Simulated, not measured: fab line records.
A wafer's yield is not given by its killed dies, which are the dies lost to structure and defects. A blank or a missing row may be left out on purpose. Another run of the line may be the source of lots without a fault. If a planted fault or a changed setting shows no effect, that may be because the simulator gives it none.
A lot that was struck, set against a sound lot -- flow gf180mcu -- 18 out of 602 route steps
Sound: wafers L940.1, L940.2, L940.4. Struck: wafer L946.5; the same lot's L946.3 was not struck, so it is left out; see the end for the cause.
Order at every step that has rows: each side's tool, ch and its chambers, its first start. Under that, the readings that differ: sound wafers -- struck wafers -- difference of the means -- sigmas: that difference in standard deviations of wafers without a fault.
alike: readings whose means differ by less than 2 such deviations, and words and numbers that are the same on both sides. not compared: withheld readings, readings that some wafer has no value for, bounds like >300 that may hide the same value, and numbers for which the record gives no deviation and whose values overlap.
Wherever a step has rows on one side only, a row that says differs or no value, or a row with sigmas, the two part there. Non-overlapping numbers with no deviation appear without sigmas and do not part them. A reading missing from all wafers of one side parts the sides only when that side holds two or more wafers.

first, 3 steps without rows for these wafers: GF_V5_EXPOSE_11 (exposes mask Via5, target cd 260 nm); GF_V5_PEB_12 (peb time 90 s); GF_V5_DEVELOP_13 (develop time 60 s).
GF_V5_CD_MEAS_14 targets a cd of 260 nm.
  sound on cd_sem-01, day 28 17:10; struck on cd_sem-01, day 30 20:49
reading,sound,struck,difference,sigmas
cd_nm (nm),262.6 262.7 261.6,259.9,-2.4,-2
GF_V5_OVL_MEAS_15:
  sound on overlay-01, day 28 17:17; struck on overlay-02, day 30 20:54
reading,sound,struck,difference,sigmas
V5_OVL (nm),8 8 2,-5,-11,-2
then, 1 step without rows for these wafers: GF_V5_ETCH_16 (etches BARC in N2/H2).
GF_V5_ETCH_17: etches SiO2 in C4F8/O2/Ar, stops on TiN, target depth 855 nm.
  sound: rie_diel-01 ch 0,3; struck: rie_diel-04 ch 2
  alike: oes_product_au
GF_V5_STRIP_18: strips in O2/N2.
  sound on plasma_asher-01 ch 0,1, day 28 17:29; struck on plasma_asher-04 ch 0, day 30 21:07
  alike: drypump_motor_current_A, heater_power_w, oes_product_au
  not compared: rf_hours_counter_h
then, 2 steps without rows for these wafers: GF_V5_STRIP_19 (strips in post etch residue remover, time 1200 s); GF_V5_CLEAN_20 (cleans in DIW).
GF_V5_SPUTTER_21: material Ti, target thk 15 nm, time 80.02 s.
  sound on pvd_sputter-04, day 28 18:01; struck on pvd_sputter-02, day 30 21:47
  alike: throttle_valve_pct
GF_V5_SPUTTER_22: material TiN, target thk 10 nm, time 40 s.
  sound on pvd_sputter-04, day 28 18:05; struck on pvd_sputter-02, day 30 21:50
  alike: throttle_valve_pct
GF_V5_CVD_23: deposits W, target thk 350 nm, time 104.9 s.
  sound on cvd_w-02 ch 0,1, day 28 18:07; struck on cvd_w-01 ch 0, day 30 21:55
reading,sound,struck,difference,sigmas
model.W_of_V5_CVD_23.thk_nm (nm),349.9 352.8 356.2,562.8,+209.8,
  alike: heater_power_w
  not compared: since_wet_clean_h
GF_V5_RS_MEAS_24: the measuring method here is four-point-probe.
  sound on film_metro-02, day 28 18:14; struck on film_metro-04, day 30 22:02
reading,sound,struck,difference,sigmas
V5_W_RS (ohm/sq),0.327 0.324 0.321,0.203,-0.121,-37
GF_V5_THK_MEAS_25: measures by xrf.
  sound on film_metro-02, day 28 18:21; struck on film_metro-04, day 30 22:08
reading,sound,struck,difference,sigmas
V5_W_THK (nm),341 343 346,553,+210,+57
GF_V5_CMP_26: polishes, stops on SiO2, t overpolish 15 s, target thk 0 nm.
  sound on cmp-01 ch 1,2,3, day 28 18:37; struck on cmp-02 ch 0, day 30 22:10
reading,sound,struck,difference,sigmas
time_to_endpoint_s (s),81 88 83,144,+60,+15
  alike: motor_current_A
GF_TOP_METAL_SPUTTER_00: material Ti, target thk 37.5 nm, time 150 s.
  sound on pvd_sputter-01, day 28 18:52; struck on pvd_sputter-03, day 30 22:28
  alike: throttle_valve_pct
then, 1 step without rows for these wafers: GF_PASSIVATION_PROBE_99.

WHERE THEY PART
Last at GF_V5_CMP_26 as far as this record goes, first at GF_V5_CD_MEAS_14. Later steps at which nothing parts them and some readings are alike: GF_TOP_METAL_SPUTTER_00.

WHY: what had been put in by the simulator
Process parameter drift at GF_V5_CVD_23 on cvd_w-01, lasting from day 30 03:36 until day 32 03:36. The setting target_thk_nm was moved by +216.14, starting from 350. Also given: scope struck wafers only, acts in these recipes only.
